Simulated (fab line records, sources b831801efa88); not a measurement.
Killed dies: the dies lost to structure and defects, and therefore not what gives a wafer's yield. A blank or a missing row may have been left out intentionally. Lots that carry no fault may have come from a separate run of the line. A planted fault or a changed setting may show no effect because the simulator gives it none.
Comparing a struck lot with a sound one | flow sky130 | 38 out of 708 route steps
Sound: the wafers L507.1, L507.4, L507.6. Wafers struck: L508.1, L508.4, L508.6. Last of all comes the cause.
Order at every step that has rows: each side's tool, ch and its chambers, its first start. Under that, the readings that differ: sound wafers | struck wafers | difference of the means | sigmas: that difference in standard deviations of wafers without a fault.
alike: same words and numbers on both sides, and readings whose means sit less than 2 such deviations apart. not compared: any withheld reading, any reading some wafer has no value for, any bound like >300 that may hide the same value, and any number with overlapping values for which the record gives no deviation.
The two part at a step that has a row with sigmas, a row that says differs or no value, or rows on one side only. Numbers that have no deviation but don't overlap get no sigmas and don't part them. A reading missing from all wafers of one side parts the sides only when that side holds two or more wafers.

first, 10 steps without rows for these wafers: SKY_RES_PROTECT_DEHYDRATE_00 (time 60 s); SKY_RES_PROTECT_HMDS_01 (prime time 60 s); SKY_RES_PROTECT_COAT_02 (resist thk 1140 nm); SKY_RES_PROTECT_SOFTBAKE_03 (time 60 s); SKY_RES_PROTECT_EXPOSE_04 (exposes mask RPM, target cd 1270 nm); SKY_RES_PROTECT_PEB_05; SKY_RES_PROTECT_DEVELOP_06 (develop time 60 s); SKY_POLY_GATE_IMPLANT_02; SKY_RES_PROTECT_STRIP_07 (strips in O2/N2); SKY_RES_PROTECT_CLEAN_09 (cleans in SC1/SC2, time 150 s).
SKY_POLY_GATE_CVD_03: deposits Si3N4 from DCS/NH3, target thk 75 nm, time 1290 s.
  sound on lpcvd-02 ch 0, day 16 04:18; struck on lpcvd-02 ch 0, day 16 19:42
  reading                                     | sound          | struck            | difference | sigmas
  model.Si3N4_of_POLY_GATE_CVD_03.thk nm (nm) | 75.53 76 75.57 | 53.52 53.81 53.61 | -22.05     |
  alike: spike tc upper C, zone power top pct
SKY_POLY_GATE_THK_MEAS_04:
  sound on film metro-03, day 16 05:40; struck on film metro-03, day 16 21:04
  reading                   | sound          | struck         | difference | sigmas
  POLY_GATE_CVD_03_THK (nm) | 75.6 76.0 75.6 | 53.5 53.8 53.6 | -22.1      | -29
then, 9 steps without rows for these wafers: SKY_POLY_GATE_DEHYDRATE_05 (time 60 s); SKY_POLY_GATE_HMDS_06 (prime time 60 s); SKY_POLY_GATE_COAT_07 (resist thk 110 nm); SKY_POLY_GATE_COAT_08 (resist thk 450 nm); SKY_POLY_GATE_SOFTBAKE_09 (time 90 s); SKY_POLY_GATE_EXPOSE_10 (exposes mask P1M, target cd 150 nm); SKY_POLY_GATE_PEB_11; SKY_POLY_GATE_DEVELOP_12 (develop time 60 s); SKY_POLY_GATE_ETCH_15 (etches BARC in N2/H2, stops on SiO2, time 118.5 s, target depth 110 nm).
SKY_POLY_GATE_ETCH_16: etches Si3N4 in CH3F/O2, stops on poly-Si, time 147.5 s, target depth 75 nm.
  sound on rie diel-04 ch 0,3, day 17 10:56; struck on rie diel-01 ch 0,3, day 18 02:10
  reading                  | sound             | struck            | difference | sigmas
  oes product au (a.u.)    | 0.654 0.647 0.642 | 0.566 0.561 0.566 | -0.083     | -15
  model.etch.depth nm (nm) | 75.53 76 75.57    | 53.52 53.81 53.61 | -22.05     |
  alike: drypump motor current A, throttle valve pct
  not compared: rf hours counter h
then, 13 steps without rows for these wafers: SKY_POLY_GATE_ETCH_17 (etches poly-Si in HBr/Cl2, stops on SiO2, target depth 180 nm, time 70.5 s); SKY_POLY_GATE_STRIP_18 (strips in O2/N2); SKY_POLY_GATE_CLEAN_19 (cleans in SC1/SC2, time 150 s); SKY_POLY_GATE_OXIDATION_20 (stabilise 600 s, purge 300 s, target thk 4 nm); SKY_LDD_N_DEHYDRATE_00 (time 60 s); SKY_LDD_N_HMDS_01 (prime time 60 s); SKY_LDD_N_COAT_02 (resist thk 300 nm); SKY_LDD_N_SOFTBAKE_03 (time 60 s); SKY_LDD_N_EXPOSE_04 (exposes mask NTM, target cd 840 nm); SKY_LDD_N_PEB_05; SKY_LDD_N_DEVELOP_06 (develop time 60 s); SKY_LDD_N_IMPLANT_08; SKY_LDD_N_IMPLANT_09.
-- a jump in the record: the struck wafers' starts before and after are 7 days apart (it breaks off in module LDD_N and resumes in module LDD_LDN, where the first step shown is number 303 of the route) --
SKY_LDD_LDN_CLEAN_14: cleans in SC1/SC2, time 150 s.
  sound on wet bench-02 ch 3, day 23 22:26; struck on wet bench-04 ch 3, day 24 14:43
  reading                                     | sound            | struck            | difference | sigmas
  model.Si3N4_of_POLY_GATE_CVD_03.thk nm (nm) | 75.4 75.87 75.43 | 53.39 53.67 53.47 | -22.06     |
SKY_POLY_CUT_ETCH_11: etches Si3N4 in CF4/CH2F2/Ar, stops on poly-Si, time 42.5 s, target depth 60 nm.
  sound on rie diel-04 ch 0,3, day 25 05:46; struck on rie diel-03 ch 0,2, day 25 21:25
  reading                              | sound             | struck            | difference | sigmas
  oes product au (a.u.)                | 0.835 0.828 0.840 | 0.710 0.710 0.702 | -0.127     | -20
  model.POLY_CUT.feature depth nm (nm) | 62.18 62.8 62.25  | 44.08 44.32 44.17 | -18.22     |
  model.etch.depth nm (nm)             | 62.18 62.8 62.25  | 44.08 44.32 44.17 | -18.22     |
  alike: drypump motor current A, mfc ar sccm, throttle valve pct
  not compared: rf hours counter h
-- a jump in the record: the struck wafers' starts before and after are 21 days apart (it breaks off in module POLY_CUT and resumes in module PAD_OPEN, where the first step shown is number 708 of the route) --
SKY_PAD_OPEN_PROBE_99:
  sound on prober-02, day 46 11:29; struck on prober-02, day 46 22:25
  reading         | sound | struck | difference | sigmas
  killed_at_M4_up | 9 5 7 | 3 2 3  | -4         | -2
  alike: killed_at_M0_to_M3, killed at contacts, killed at front end, killed at other, killed dies, killed open, killed short
  not compared: model.etest.cap li to poly.c af um2

== WHERE THEY PART ==
First at SKY_POLY_GATE_THK_MEAS_04; last, within this record, at SKY_PAD_OPEN_PROBE_99.

WHY: whatever the simulator had introduced
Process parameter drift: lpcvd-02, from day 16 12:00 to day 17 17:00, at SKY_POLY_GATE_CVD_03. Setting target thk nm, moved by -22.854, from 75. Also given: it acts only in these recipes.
